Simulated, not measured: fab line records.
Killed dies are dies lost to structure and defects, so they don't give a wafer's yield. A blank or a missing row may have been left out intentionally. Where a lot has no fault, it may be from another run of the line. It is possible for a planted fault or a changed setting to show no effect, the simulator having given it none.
What tool caused it? + flow gf180mcu + 13 lots, 39 wafers sampled, at 4 steps of a route of 602

WHAT THE GAUGES SHOWED, per wafer
GF_M5_CD_MEAS_07: the cd target is 280 nm. Usual: 280.3 nm for cd nm, sd 1.2.
| lot  | measured     | on        | cd nm (nm)        | flag |
|------|--------------|-----------|-------------------|------|
| L399 | day 26 06:02 | cd sem-02 | 280.7 279.1 279.1 |      |
| L400 | day 26 17:59 | cd sem-01 | 279.7 278.1 278.9 |      |
| L401 | day 26 23:43 | cd sem-02 | 281.0 281.7 280.6 |      |
| L402 | day 27 15:58 | cd sem-02 | 279.5 279.7 278.6 |      |
| L404 | day 28 02:20 | cd sem-02 | 280.4 280.6 279.7 |      |
| L407 | day 29 15:31 | cd sem-02 | 280.7 281.3 280.9 |      |
| L411 | day 30 14:13 | cd sem-02 | 280.2 280.3 278.5 |      |
| L413 | day 30 17:46 | cd sem-01 | 278.6 279.4 279.6 |      |
| L412 | day 31 00:17 | cd sem-01 | 279.6 278.4 277.7 |      |
| L415 | day 31 15:17 | cd sem-02 | 279.3 278.8 279.3 |      |
| L417 | day 32 03:23 | cd sem-02 | 280.1 280.6 280.8 |      |
| L418 | day 32 06:44 | cd sem-02 | 279.8 280.1 279.2 |      |
| L419 | day 32 08:28 | cd sem-02 | 279.7 280.2 280.1 |      |

GF_V5_BOW_MEAS_05. Usual: V5_BOW typically reads 136 um, with standard deviation 9.8.
| lot  | measured     | on            | V5_BOW (um) | flag |
|------|--------------|---------------|-------------|------|
| L399 | day 26 07:37 | film metro-04 | 142 130 137 |      |
| L400 | day 26 19:45 | film metro-04 | 123 117 116 |      |
| L401 | day 27 01:06 | film metro-02 | 121 124 126 |      |
| L402 | day 27 17:40 | film metro-04 | 147 135 135 |      |
| L404 | day 28 03:52 | film metro-03 | 154 136 151 |      |
| L407 | day 29 17:05 | film metro-02 | 149 139 136 |      |
| L411 | day 30 15:37 | film metro-03 | 137 144 156 |      |
| L413 | day 30 19:10 | film metro-04 | 140 126 134 |      |
| L412 | day 31 01:41 | film metro-02 | 136 145 139 |      |
| L415 | day 31 20:54 | film metro-03 | 136 140 130 |      |
| L417 | day 32 05:05 | film metro-03 | 122 144 137 |      |
| L418 | day 32 08:28 | film metro-04 | 118 126 124 |      |
| L419 | day 32 09:51 | film metro-04 | 121 124 115 |      |

TOOL THAT RAN EACH LOT (tool first, then ch and the chambers of the sampled wafers, then the start)
| lot  | GF_HV_LDD_STRIP_49                   | GF_MIM_METAL_ETCH_19              |
|------|--------------------------------------|-----------------------------------|
| L399 | plasma asher-01 ch 0,1, day 12 12:49 | rie metal-02 ch 0,1, day 25 07:54 |
| L400 | plasma asher-01 ch 0,1, day 12 18:19 | rie metal-02 ch 0,1, day 25 20:36 |
| L401 | plasma asher-01 ch 0,1, day 13 02:22 | rie metal-03 ch 0, day 26 02:37   |
| L402 | plasma asher-04 ch 0,1, day 13 15:34 | rie metal-02 ch 0,1, day 26 19:52 |
| L404 | plasma asher-04 ch 0,1, day 14 05:55 | rie metal-02 ch 0,1, day 27 06:07 |
| L407 | plasma asher-03 ch 0,1, day 15 21:04 | rie metal-03 ch 0,1, day 28 19:55 |
| L411 | plasma asher-01 ch 0,1, day 17 01:49 | rie metal-04 ch 0,1, day 29 19:17 |
| L413 | plasma asher-01 ch 0,1, day 17 07:32 | rie metal-04 ch 0,1, day 29 22:59 |
| L412 | plasma asher-01 ch 0,1, day 17 13:19 | rie metal-03 ch 0,1, day 30 05:32 |
| L415 | plasma asher-04 ch 0,1, day 18 11:43 | rie metal-02 ch 0,1, day 30 21:40 |
| L417 | plasma asher-04 ch 0,1, day 19 06:08 | rie metal-03 ch 0,1, day 31 10:56 |
| L418 | plasma asher-03 ch 0,1, day 19 08:24 | rie metal-04 ch 0,1, day 31 13:11 |
| L419 | plasma asher-03 ch 0,1, day 19 09:56 | rie metal-02 ch 0,1, day 31 15:05 |
- GF_HV_LDD_STRIP_49: strips in O2/N2.
- GF_MIM_METAL_ETCH_19: etches the open film in Cl2/BCl3, stops on Si3N4, target depth 324.5 nm, time 54.1 s.

WHAT THE TOOLS THEMSELVES READ (means of the sampled wafers that have a number; where no wafer has one, the mark that the record gives instead)
GF_HV_LDD_STRIP_49. Usual: drypump motor current A 5.9 A, standard deviation 0.54; heater power w 342 W, standard deviation 36; oes product au 0.717 a.u., standard deviation 0.0049; strip time to endpoint s 12.63 s, standard deviation 0.035.
| lot  | tool            | drypump motor current A (A) | heater power w (W) | oes product au (a.u.) | strip time to endpoint s (s) | flag |
|------|-----------------|-----------------------------|--------------------|-----------------------|------------------------------|------|
| L399 | plasma asher-01 | 5.9                         | 374                | 0.717                 | 12.63                        |      |
| L400 | plasma asher-01 | 5.9                         | 372                | 0.716                 | 12.67                        |      |
| L401 | plasma asher-01 | 5.9                         | 375                | 0.715                 | 12.60                        |      |
| L402 | plasma asher-04 | 5.1                         | 295                | 0.723                 | 12.58                        |      |
| L404 | plasma asher-04 | 5.1                         | 294                | 0.721                 | 12.62                        |      |
| L407 | plasma asher-03 | 6.2                         | 338                | 0.716                 | 12.62                        |      |
| L411 | plasma asher-01 | 6.1                         | 381                | 0.716                 | 12.69                        |      |
| L413 | plasma asher-01 | 5.9                         | 373                | 0.718                 | 12.64                        |      |
| L412 | plasma asher-01 | 5.9                         | 371                | 0.714                 | 12.62                        |      |
| L415 | plasma asher-04 | 5.1                         | 298                | 0.717                 | 12.65                        |      |
| L417 | plasma asher-04 | 5.4                         | 298                | 0.721                 | 12.58                        |      |
| L418 | plasma asher-03 | 6.2                         | 323                | 0.718                 | 12.62                        |      |
| L419 | plasma asher-03 | 6.2                         | 331                | 0.720                 | 12.58                        |      |

GF_MIM_METAL_ETCH_19. Usual: drypump motor current A 5.68 A, standard deviation 0.29; oes product au 0.943 a.u., standard deviation 0.0061; rf fwd power W 792.8 W, standard deviation 2.9; throttle valve pct 28.282 %, standard deviation 0.01.
| lot  | tool         | drypump motor current A (A) | oes product au (a.u.) | rf fwd power W (W) | throttle valve pct (%) | flag |
|------|--------------|-----------------------------|-----------------------|--------------------|------------------------|------|
| L399 | rie metal-02 | 5.46                        | 0.938                 | 790.2              | 28.282                 |      |
| L400 | rie metal-02 | 5.64                        | 0.944                 | 792.2              | 28.294                 |      |
| L401 | rie metal-03 | 5.73                        | 0.949                 | 792.4              | 28.283                 |      |
| L402 | rie metal-02 | 5.62                        | 0.940                 | 793.7              | 28.276                 |      |
| L404 | rie metal-02 | 5.49                        | 0.939                 | 789.5              | 28.292                 |      |
| L407 | rie metal-03 | 5.92                        | 0.943                 | 794.6              | 28.283                 |      |
| L411 | rie metal-04 | 5.71                        | 0.943                 | 795.1              | 28.282                 |      |
| L413 | rie metal-04 | 5.75                        | 0.946                 | 792.5              | 28.270                 |      |
| L412 | rie metal-03 | 5.92                        | 0.945                 | 794.2              | 28.267                 |      |
| L415 | rie metal-02 | 5.63                        | 0.939                 | 793.3              | 28.287                 |      |
| L417 | rie metal-03 | 5.91                        | 0.946                 | 792.5              | 28.287                 |      |
| L418 | rie metal-04 | 5.64                        | 0.941                 | 791.7              | 28.287                 |      |
| L419 | rie metal-02 | 5.46                        | 0.946                 | 793.2              | 28.284                 |      |

THE ANSWER, worked out from the rows above alone
Rule: a lot counts as off when the mean over its wafers that have a number is more than 3 standard deviations away from the usual mean. Also off: a lot with no number at a reading for which 4 or more lots have one. All remaining lots with rows at the step are treated as sound. First the gauges in route order, then the tools' own readings, where a lot's mean is used as printed above. The first step at which some lot is off is used, and at that step the reading that is off furthest; a lot without a number counts as furthest.
No lot is off on any of the readings shown, so nothing can be concluded from this.

WHAT HAD BEEN PUT IN BY THE SIMULATOR
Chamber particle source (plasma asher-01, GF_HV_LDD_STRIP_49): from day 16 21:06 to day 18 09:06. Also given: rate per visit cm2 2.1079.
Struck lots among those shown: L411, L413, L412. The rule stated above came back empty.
